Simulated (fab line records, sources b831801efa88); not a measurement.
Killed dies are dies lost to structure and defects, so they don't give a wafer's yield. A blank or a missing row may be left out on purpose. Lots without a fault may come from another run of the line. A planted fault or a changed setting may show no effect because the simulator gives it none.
A struck lot beside a sound one | flow sfq_line | 13 steps out of a route of 325
Sound: wafers L716.1, L716.2, L716.6. Struck: wafer L735.5. (L735.1, L735.4 of the same lot were not struck and are left out.) The cause comes at the end.
At each step with rows: each side's tool, then ch and its chambers, then its first start. Under that, the readings that differ: sound wafers | struck wafers | difference of the means | sigmas: that difference in standard deviations of wafers without a fault.
alike: readings whose means differ by less than 2 such deviations, and words and numbers that are the same on both sides. not compared: withheld readings, readings that some wafer has no value for, bounds like >300 that may hide the same value, and numbers for which the record gives no deviation and whose values overlap.
The two part at a step that has a row with sigmas, a row that says differs or no value, or rows on one side only. Numbers that don't overlap but have no deviation are shown without sigmas and don't part them. A reading that every wafer of one side lacks parts them only if that side has two wafers or more.

first, 1 step without rows for these wafers: SFQ_TRILAYER_M6_DEP_PRE_CLEAN_158 (time 22.5 s).
SFQ_TRILAYER_M6_DEP_SPUTTER_157: material Nb, target thk 200 nm, time 133.3 s.
  sound on pvd_sputter-04, day 72 20:05; struck on pvd_sputter-04, day 79 02:49
  alike: throttle_valve_pct
SFQ_M6_RS_MEAS_938: measures by four-point-probe.
  sound on film_metro-01, day 72 20:11; struck on film_metro-02, day 79 02:54
  alike: M6_NB_RS
then, 6 steps without rows for these wafers: SFQ_TRILAYER_M6_LITHO_COAT_164 (resist thk 62 nm); SFQ_TRILAYER_M6_LITHO_COAT_159 (resist thk 600 nm); SFQ_TRILAYER_M6_LITHO_SOFTBAKE_163; SFQ_TRILAYER_M6_LITHO_EXPOSE_160 (exposes mask M6, target cd 500 nm); SFQ_TRILAYER_M6_LITHO_PEB_162 (peb time 60 s); SFQ_TRILAYER_M6_LITHO_DEVELOP_161 (time 60 s).
SFQ_M6_OVL_MEAS_940:
  sound on overlay-01, day 74 01:58; struck on overlay-01, day 79 18:37
  alike: M6_OVL
SFQ_TRILAYER_M6_BARC_OPEN_METAL_ETCH_206: etches BARC in O2, target depth 125 nm, time 41.7 s.
  sound on rie_metal-02 ch 0,1, day 74 02:01; struck on rie_metal-01 ch 0, day 79 18:39
  alike: chamber_pressure_mTorr, drypump_motor_current_A, he_backside_leak_sccm, oes_product_au
  not compared: rf_hours_counter_h
SFQ_TRILAYER_M6_ETCH_METAL_ETCH_162: etches Nb in Cl2/Ar, stops on SiO2, target depth 240 nm, time 120 s.
  sound on rie_metal-02 ch 0,1, day 74 02:04; struck on rie_metal-01 ch 0, day 79 18:43
  reading                                              | sound               | struck | difference | sigmas
  chamber_pressure_mTorr (mTorr)                       | 10.002 10.011 9.989 | 9.979  | -0.022     | -2
  model.KrF_of_TRILAYER_M6_LITHO_COAT_159.thk_nm (nm)  | 374.7 383.8 386.4   | 319.6  | -62.0      |
  model.SiO2_of_TRILAYER_A5C_DEP_PECVD_142.thk_nm (nm) | 62.3 62.73 62.58    | 50.94  | -11.60     |
  model.M6.feature_depth_nm (nm)                       | 201.4 198.5 202     | 210.8  | +10.2      |
  alike: drypump_motor_current_A, he_backside_leak_sccm, oes_product_au
  not compared: rf_hours_counter_h
SFQ_TRILAYER_M6_STRIP_STRIP_163: strips in O2.
  sound on rie_metal-02 ch 0,1, day 74 02:11; struck on rie_metal-01 ch 0, day 79 18:50
  alike: chamber_pressure_mTorr, drypump_motor_current_A, he_backside_leak_sccm, oes_product_au
  not compared: rf_hours_counter_h

WHERE THEY PART
Only at SFQ_TRILAYER_M6_ETCH_METAL_ETCH_162, within this record. Later steps at which nothing parts them and some readings are alike: SFQ_TRILAYER_M6_STRIP_STRIP_163.

WHY: what the simulator had put in
Process parameter drift: rie_metal-01, from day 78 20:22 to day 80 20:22, at SFQ_TRILAYER_M6_ETCH_METAL_ETCH_162. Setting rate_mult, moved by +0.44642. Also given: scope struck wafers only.
